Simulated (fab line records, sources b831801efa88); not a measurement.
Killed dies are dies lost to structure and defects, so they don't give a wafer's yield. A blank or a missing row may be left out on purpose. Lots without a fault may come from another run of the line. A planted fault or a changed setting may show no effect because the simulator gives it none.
Chamber matching | flow sky130 | SKY_FIELD_ISO_CMP_27 on cmp-01: 4 sister chambers
The step polishes, stops on Si3N4, t overpolish 16 s, target thk 457.8 nm. 8 wafers are shown with their chamber, then 7 later ones without.

WAFERS WITH THEIR CHAMBER
wafer  | chamber | motor_current_A (A) | time_to_endpoint_s (s)
L783.3 | 2       | 11.6                | 117
L784.5 | 2       | 11.7                | 113
L790.2 | 0       | 12.1                | 100
L792.2 | 3       | 11.6                | 105
L792.4 | 0       | 11.7                | 100
L792.6 | 1       | 13.9                | 104
L794.1 | 3       | 10.8                | 107
L794.4 | 1       | 14.2                | 103

WAFERS WITHOUT THEIR CHAMBER
wafer  | motor_current_A (A) | time_to_endpoint_s (s)
L794.6 | 11.1                | 119
L801.1 | 10.9                | 105
L801.2 | 11.3                | 121
L801.4 | 14.2                | 107
L802.1 | 11.5                | 101
L802.5 | 11.2                | 103
L802.6 | 11.3                | 106

WHICH CHAMBER EACH WENT THROUGH
wafer  | from the rows above     | in truth
L794.6 | 2                       | 2
L801.1 | 3                       | 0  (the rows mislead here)
L801.2 | 2                       | 2
L801.4 | 1                       | 1
L802.1 | can't be placed: 0 or 3 | 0
L802.5 | can't be placed: 3 or 0 | 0
L802.6 | 3                       | 3
Placed correctly: 4 of 7. Can't be placed from these rows: 2 (the true chamber is among the candidates in 2). Placed wrongly: 1.
How it was worked out, from the rows above alone: a wafer's distance from a chamber is the root of the sum, over the readings, of the square of ((its reading less the chamber's mean) divided by the reading's scatter). The wafer belongs to the nearest chamber; if the next one is less than 2 further off, it can't be placed. A chamber's mean is the mean of its shown wafers. The scatter: the root of (the sum of the squares of (reading less its chamber's mean) over the shown wafers, divided by (wafers less chambers)).
